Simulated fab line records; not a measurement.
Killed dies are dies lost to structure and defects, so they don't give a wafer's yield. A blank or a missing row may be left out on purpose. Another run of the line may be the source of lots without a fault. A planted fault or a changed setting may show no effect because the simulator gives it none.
Which of the tools did it? || flow sky130 || 21 wafers from 7 lots sampled at 3 of the route's 708 steps

## WHAT THE GAUGES READ, wafer by wafer
SKY_VT_ADJUST_HVTP_TW_MEAS_11.
{"lot": "L690", "measured": "day 6 19:46", "on": "film metro-02", "VT_ADJUST_HVTP_TW": "1379 1378 1365"}
{"lot": "L692", "measured": "day 7 13:20", "on": "film metro-02", "VT_ADJUST_HVTP_TW": "1698 1711 1703"}
{"lot": "L702", "measured": "day 9 10:58", "on": "film metro-01", "VT_ADJUST_HVTP_TW": "1350 1347 1346"}
{"lot": "L704", "measured": "day 10 02:52", "on": "film metro-01", "VT_ADJUST_HVTP_TW": "1341 1339 1343"}
{"lot": "L708", "measured": "day 11 03:32", "on": "film metro-01", "VT_ADJUST_HVTP_TW": "1358 1363 1361"}
{"lot": "L710", "measured": "day 12 01:59", "on": "film metro-04", "VT_ADJUST_HVTP_TW": "1362 1348 1352"}
{"lot": "L712", "measured": "day 12 05:17", "on": "film metro-04", "VT_ADJUST_HVTP_TW": "1355 1356 1352"}

## EACH LOT AND THE TOOL THAT RAN IT (in order: tool; ch and the chambers of the sampled wafers; start)
{"lot": "L690", "SKY_DNWELL_STRIP_08": "plasma asher-04 ch 0,1, day 3 20:31", "SKY_VT_ADJUST_HVTP_IMPLANT_09": "implanter-03 ch 0, day 6 19:31"}
{"lot": "L692", "SKY_DNWELL_STRIP_08": "plasma asher-03 ch 0,1, day 4 12:02", "SKY_VT_ADJUST_HVTP_IMPLANT_09": "implanter-04 ch 0, day 7 12:47"}
{"lot": "L702", "SKY_DNWELL_STRIP_08": "plasma asher-03 ch 0,1, day 6 01:59", "SKY_VT_ADJUST_HVTP_IMPLANT_09": "implanter-02 ch 0, day 9 10:43"}
{"lot": "L704", "SKY_DNWELL_STRIP_08": "plasma asher-04 ch 0,1, day 6 17:07", "SKY_VT_ADJUST_HVTP_IMPLANT_09": "implanter-03 ch 0, day 10 02:37"}
{"lot": "L708", "SKY_DNWELL_STRIP_08": "plasma asher-04 ch 0,1, day 7 12:13", "SKY_VT_ADJUST_HVTP_IMPLANT_09": "implanter-03 ch 0, day 11 03:18"}
{"lot": "L710", "SKY_DNWELL_STRIP_08": "plasma asher-04 ch 0,1, day 8 07:34", "SKY_VT_ADJUST_HVTP_IMPLANT_09": "implanter-03 ch 0, day 12 01:45"}
{"lot": "L712", "SKY_DNWELL_STRIP_08": "plasma asher-03 ch 0,1, day 8 10:13", "SKY_VT_ADJUST_HVTP_IMPLANT_09": "implanter-02 ch 0, day 12 05:03"}
- SKY_DNWELL_STRIP_08: strips in O2/N2.
- SKY_VT_ADJUST_HVTP_IMPLANT_09

## THE ANSWER, worked out from the rows above alone
Rule: usual is defined by the lots themselves. Put in order of their means at a reading, lots are off if they are a third of the lots or fewer, leave a main group of 4 or more, and stand apart from it by a gap of 3 or more times the standard deviation of the main group's means; of several such gaps the widest counts. If all means in a main group match to the digits the tables above print for the reading, that group is not used. Also off: a lot with no number at a reading for which 4 or more lots have one. Where the step has rows for the other lots, those lots are counted as sound.
Off: at SKY_VT_ADJUST_HVTP_TW_MEAS_11 (VT_ADJUST_HVTP_TW), L692. The main group has a mean of 1355 with a standard deviation of 10.
A tool fits if, at a process step before that reading, it ran every lot that is off, and no sound lot after the first of them. Gauges at SKY_VT_ADJUST_HVTP_TW_MEAS_11: tried the same way as those tools. 2 tools fit, implanter-04 at SKY_VT_ADJUST_HVTP_IMPLANT_09 and film metro-02 at SKY_VT_ADJUST_HVTP_TW_MEAS_11, so this cannot tell which one it is.

## WHAT THE SIMULATOR HAD PUT IN
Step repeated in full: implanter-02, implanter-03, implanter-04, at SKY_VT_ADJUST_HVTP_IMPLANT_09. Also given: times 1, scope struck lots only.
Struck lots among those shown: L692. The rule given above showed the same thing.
